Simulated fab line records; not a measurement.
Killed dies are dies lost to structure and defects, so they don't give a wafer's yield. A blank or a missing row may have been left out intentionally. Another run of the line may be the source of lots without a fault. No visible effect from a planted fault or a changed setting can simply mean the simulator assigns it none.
The tool behind it: which one? || flow sky130 || 11 lots with 33 wafers sampled at 5 steps, on a route of 708 steps

== WHAT THE GAUGES READ, wafer by wafer ==
SKY_PWDE_TW_MEAS_10.
{"lot": "L996", "measured": "day 4 16:34", "on": "film_metro-02", "PWDE_TW": "368.4 367.8 366.7"}
{"lot": "L997", "measured": "day 4 20:36", "on": "film_metro-01", "PWDE_TW": "372.1 371.7 371.5"}
{"lot": "L998", "measured": "day 5 02:10", "on": "film_metro-02", "PWDE_TW": "372.0 369.1 367.7"}
{"lot": "L101", "measured": "day 5 18:07", "on": "film_metro-04", "PWDE_TW": "372.2 374.2 371.3"}
{"lot": "L109", "measured": "day 7 16:38", "on": "film_metro-02", "PWDE_TW": "328.6 332.9 328.9"}
{"lot": "L110", "measured": "day 7 22:16", "on": "film_metro-01", "PWDE_TW": "330.8 330.0 328.3"}
{"lot": "L111", "measured": "day 8 00:27", "on": "film_metro-01", "PWDE_TW": "371.9 372.6 370.4"}
{"lot": "L112", "measured": "day 8 08:31", "on": "film_metro-02", "PWDE_TW": "365.7 368.0 367.9"}
{"lot": "L114", "measured": "day 8 18:41", "on": "film_metro-01", "PWDE_TW": "367.9 371.5 371.6"}
{"lot": "L115", "measured": "day 9 02:46", "on": "film_metro-02", "PWDE_TW": "367.3 367.2 366.4"}
{"lot": "L116", "measured": "day 9 11:21", "on": "film_metro-01", "PWDE_TW": "369.2 368.7 370.8"}

SKY_NWELL_TW_MEAS_26.
{"lot": "L996", "measured": "day 6 06:09", "on": "film_metro-01", "NWELL_2_TW": "488 490 490"}
{"lot": "L997", "measured": "day 6 10:44", "on": "film_metro-02", "NWELL_2_TW": "484 489 488"}
{"lot": "L998", "measured": "day 6 16:42", "on": "film_metro-04", "NWELL_2_TW": "500 500 498"}
{"lot": "L101", "measured": "day 7 08:37", "on": "film_metro-04", "NWELL_2_TW": "496 498 497"}
{"lot": "L109", "measured": "day 9 10:54", "on": "film_metro-02", "NWELL_2_TW": "487 486 489"}
{"lot": "L110", "measured": "day 9 17:32", "on": "film_metro-02", "NWELL_2_TW": "486 486 485"}
{"lot": "L111", "measured": "day 9 19:12", "on": "film_metro-04", "NWELL_2_TW": "496 495 495"}
{"lot": "L112", "measured": "day 10 05:37", "on": "film_metro-01", "NWELL_2_TW": "490 493 492"}
{"lot": "L114", "measured": "day 10 16:10", "on": "film_metro-01", "NWELL_2_TW": "489 491 491"}
{"lot": "L115", "measured": "day 11 00:50", "on": "film_metro-01", "NWELL_2_TW": "488 489 487"}
{"lot": "L116", "measured": "day 11 09:01", "on": "film_metro-02", "NWELL_2_TW": "488 486 486"}

SKY_NWELL_RS_MEAS_31: uses a four-point probe to measure.
{"lot": "L996", "measured": "day 6 06:36", "on": "film_metro-04", "PWDE_RS (ohm/sq)": "5286 5299 5290"}
{"lot": "L997", "measured": "day 6 11:12", "on": "film_metro-01", "PWDE_RS (ohm/sq)": "5270 5287 5269"}
{"lot": "L998", "measured": "day 6 17:10", "on": "film_metro-01", "PWDE_RS (ohm/sq)": "5284 5274 5285"}
{"lot": "L101", "measured": "day 7 09:04", "on": "film_metro-01", "PWDE_RS (ohm/sq)": "5277 5264 5279"}
{"lot": "L109", "measured": "day 9 11:23", "on": "film_metro-02", "PWDE_RS (ohm/sq)": "7091 7102 7107"}
{"lot": "L110", "measured": "day 9 18:01", "on": "film_metro-04", "PWDE_RS (ohm/sq)": "7141 7152 7144"}
{"lot": "L111", "measured": "day 9 19:39", "on": "film_metro-02", "PWDE_RS (ohm/sq)": "5275 5281 5289"}
{"lot": "L112", "measured": "day 10 06:05", "on": "film_metro-02", "PWDE_RS (ohm/sq)": "5238 5218 5235"}
{"lot": "L114", "measured": "day 10 16:38", "on": "film_metro-02", "PWDE_RS (ohm/sq)": "5293 5275 5280"}
{"lot": "L115", "measured": "day 11 01:18", "on": "film_metro-04", "PWDE_RS (ohm/sq)": "5304 5303 5320"}
{"lot": "L116", "measured": "day 11 09:29", "on": "film_metro-01", "PWDE_RS (ohm/sq)": "5264 5310 5279"}

== TOOL THAT RAN EACH LOT (tool first, then ch and the chambers of the sampled wafers, then the start) ==
{"lot": "L996", "SKY_FIELD_ISO_STRIP_16": "plasma_asher-03 ch 1, day 3 00:02", "SKY_PWDE_IMPLANT_08": "implanter-02 ch 0, day 4 16:19"}
{"lot": "L997", "SKY_FIELD_ISO_STRIP_16": "plasma_asher-01 ch 0,1, day 3 02:56", "SKY_PWDE_IMPLANT_08": "implanter-04 ch 0, day 4 20:21"}
{"lot": "L998", "SKY_FIELD_ISO_STRIP_16": "plasma_asher-01 ch 0,1, day 3 08:11", "SKY_PWDE_IMPLANT_08": "implanter-04 ch 0, day 5 01:55"}
{"lot": "L101", "SKY_FIELD_ISO_STRIP_16": "plasma_asher-02 ch 0,1, day 3 22:10", "SKY_PWDE_IMPLANT_08": "implanter-02 ch 0, day 5 17:52"}
{"lot": "L109", "SKY_FIELD_ISO_STRIP_16": "plasma_asher-02 ch 0,1, day 5 16:07", "SKY_PWDE_IMPLANT_08": "implanter-04 ch 0, day 7 16:26"}
{"lot": "L110", "SKY_FIELD_ISO_STRIP_16": "plasma_asher-03 ch 0,1, day 5 23:11", "SKY_PWDE_IMPLANT_08": "implanter-04 ch 0, day 7 22:03"}
{"lot": "L111", "SKY_FIELD_ISO_STRIP_16": "plasma_asher-02 ch 0,1, day 6 01:59", "SKY_PWDE_IMPLANT_08": "implanter-03 ch 0, day 8 00:12"}
{"lot": "L112", "SKY_FIELD_ISO_STRIP_16": "plasma_asher-03 ch 0,1, day 6 08:59", "SKY_PWDE_IMPLANT_08": "implanter-03 ch 0, day 8 08:18"}
{"lot": "L114", "SKY_FIELD_ISO_STRIP_16": "plasma_asher-03 ch 0,1, day 6 18:38", "SKY_PWDE_IMPLANT_08": "implanter-03 ch 0, day 8 18:25"}
{"lot": "L115", "SKY_FIELD_ISO_STRIP_16": "plasma_asher-01 ch 0,1, day 7 02:43", "SKY_PWDE_IMPLANT_08": "implanter-03 ch 0, day 9 02:32"}
{"lot": "L116", "SKY_FIELD_ISO_STRIP_16": "plasma_asher-03 ch 0,1, day 7 07:19", "SKY_PWDE_IMPLANT_08": "implanter-03 ch 0, day 9 11:06"}
- SKY_FIELD_ISO_STRIP_16: strips in O2/N2.
- SKY_PWDE_IMPLANT_08

== AS READ BY THE TOOLS THEMSELVES (means over the sampled wafers that have a number; for cases with no such wafer, the mark the record gives instead) ==
SKY_FIELD_ISO_STRIP_16.
{"lot": "L996", "tool": "plasma_asher-03", "drypump_motor_current_A (A)": 5.5, "n2_flow_sccm (sccm)": 299.3, "oes_product_au (a.u.)": 0.375, "strip_time_to_endpoint_s (s)": 3.540}
{"lot": "L997", "tool": "plasma_asher-01", "drypump_motor_current_A (A)": 5.6, "n2_flow_sccm (sccm)": 300.3, "oes_product_au (a.u.)": 0.376, "strip_time_to_endpoint_s (s)": 3.531}
{"lot": "L998", "tool": "plasma_asher-01", "drypump_motor_current_A (A)": 5.4, "n2_flow_sccm (sccm)": 300.2, "oes_product_au (a.u.)": 0.379, "strip_time_to_endpoint_s (s)": 3.561}
{"lot": "L101", "tool": "plasma_asher-02", "drypump_motor_current_A (A)": 6.2, "n2_flow_sccm (sccm)": 299.6, "oes_product_au (a.u.)": 0.379, "strip_time_to_endpoint_s (s)": 3.573}
{"lot": "L109", "tool": "plasma_asher-02", "drypump_motor_current_A (A)": 6.1, "n2_flow_sccm (sccm)": 300.0, "oes_product_au (a.u.)": 0.384, "strip_time_to_endpoint_s (s)": 3.552}
{"lot": "L110", "tool": "plasma_asher-03", "drypump_motor_current_A (A)": 5.4, "n2_flow_sccm (sccm)": 300.9, "oes_product_au (a.u.)": 0.375, "strip_time_to_endpoint_s (s)": 3.559}
{"lot": "L111", "tool": "plasma_asher-02", "drypump_motor_current_A (A)": 6.3, "n2_flow_sccm (sccm)": 299.8, "oes_product_au (a.u.)": 0.378, "strip_time_to_endpoint_s (s)": 3.568}
{"lot": "L112", "tool": "plasma_asher-03", "drypump_motor_current_A (A)": 5.4, "n2_flow_sccm (sccm)": 300.5, "oes_product_au (a.u.)": 0.375, "strip_time_to_endpoint_s (s)": 3.528}
{"lot": "L114", "tool": "plasma_asher-03", "drypump_motor_current_A (A)": 5.4, "n2_flow_sccm (sccm)": 300.0, "oes_product_au (a.u.)": 0.380, "strip_time_to_endpoint_s (s)": 3.579}
{"lot": "L115", "tool": "plasma_asher-01", "drypump_motor_current_A (A)": 5.4, "n2_flow_sccm (sccm)": 298.9, "oes_product_au (a.u.)": 0.377, "strip_time_to_endpoint_s (s)": 3.505}
{"lot": "L116", "tool": "plasma_asher-03", "drypump_motor_current_A (A)": 5.4, "n2_flow_sccm (sccm)": 299.4, "oes_product_au (a.u.)": 0.379, "strip_time_to_endpoint_s (s)": 3.545}

SKY_PWDE_IMPLANT_08.
{"lot": "L996", "tool": "implanter-02", "dose_ions_cm2": 3.6e+12, "end_station_pressure_torr (Torr)": 5.13e-06, "faraday_current_uA": 20.0}
{"lot": "L997", "tool": "implanter-04", "dose_ions_cm2": 3.6e+12, "end_station_pressure_torr (Torr)": 4.96e-06, "faraday_current_uA": 20.5}
{"lot": "L998", "tool": "implanter-04", "dose_ions_cm2": 3.6e+12, "end_station_pressure_torr (Torr)": 5.26e-06, "faraday_current_uA": 20.6}
{"lot": "L101", "tool": "implanter-02", "dose_ions_cm2": 3.6e+12, "end_station_pressure_torr (Torr)": 5.07e-06, "faraday_current_uA": 20.3}
{"lot": "L109", "tool": "implanter-04", "dose_ions_cm2": 2.5e+12, "end_station_pressure_torr (Torr)": 5.14e-06, "faraday_current_uA": 14.0}
{"lot": "L110", "tool": "implanter-04", "dose_ions_cm2": 2.5e+12, "end_station_pressure_torr (Torr)": 4.78e-06, "faraday_current_uA": 14.0}
{"lot": "L111", "tool": "implanter-03", "dose_ions_cm2": 3.6e+12, "end_station_pressure_torr (Torr)": 5.09e-06, "faraday_current_uA": 20.0}
{"lot": "L112", "tool": "implanter-03", "dose_ions_cm2": 3.6e+12, "end_station_pressure_torr (Torr)": 4.93e-06, "faraday_current_uA": 20.3}
{"lot": "L114", "tool": "implanter-03", "dose_ions_cm2": 3.6e+12, "end_station_pressure_torr (Torr)": 4.89e-06, "faraday_current_uA": 20.3}
{"lot": "L115", "tool": "implanter-03", "dose_ions_cm2": 3.6e+12, "end_station_pressure_torr (Torr)": 5.19e-06, "faraday_current_uA": 20.2}
{"lot": "L116", "tool": "implanter-03", "dose_ions_cm2": 3.6e+12, "end_station_pressure_torr (Torr)": 5.04e-06, "faraday_current_uA": 20.6}

== THE ANSWER, worked out from the rows above alone ==
Rule: usual is defined by the lots themselves. The widest of any qualifying gaps counts: lots, ordered by their means at a reading, are off when they make up no more than a third of the lots, leave a main group of 4 or more, and stand apart from it by 3 or more times the standard deviation of that group's means. A main group whose means are all the same, to the digits that the tables above print for the reading, isn't used. Also off: a lot with no number at a reading for which 4 or more lots have one. The other lots that the step has rows for count as sound. First the gauges in route order, then the tools' own readings, where a lot's mean is used as printed above. The first step at which some lot is off is used, and at that step the reading that is off furthest; a lot without a number counts as furthest.
Off: at SKY_PWDE_TW_MEAS_10 (PWDE_TW), L109, L110. The main group has a mean of 369.7 with a standard deviation of 2.
If a tool, at a process step before that reading, ran all the lots that are off and no sound lot after the first of them, it fits. The gauges at SKY_PWDE_TW_MEAS_10 aren't tried: what is off there is off at SKY_PWDE_IMPLANT_08 too, on other tools, and a gauge's error can't cause that. One fits: implanter-04 at SKY_PWDE_IMPLANT_08. A fault onset in the window from L998 (day 5 01:55, its last sound lot) to L109 (day 7 16:26, its first lot off) fits.
The tool's own readings at SKY_PWDE_IMPLANT_08 bear it out: on the lots that are off they differ by more than 5 times the standard deviation of the sound lots' means. dose_ions_cm2 reads 2.5e+12 there against 3.6e+12 on the sound lots; faraday_current_uA reads 14.0 there against 20.3 on the sound lots.

== WHAT THE SIMULATOR HAD PUT IN ==
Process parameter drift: implanter-04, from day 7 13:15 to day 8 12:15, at SKY_PWDE_IMPLANT_08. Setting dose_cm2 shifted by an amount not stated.
Lots struck among those shown: L109, L110. The same result came from the rule above.
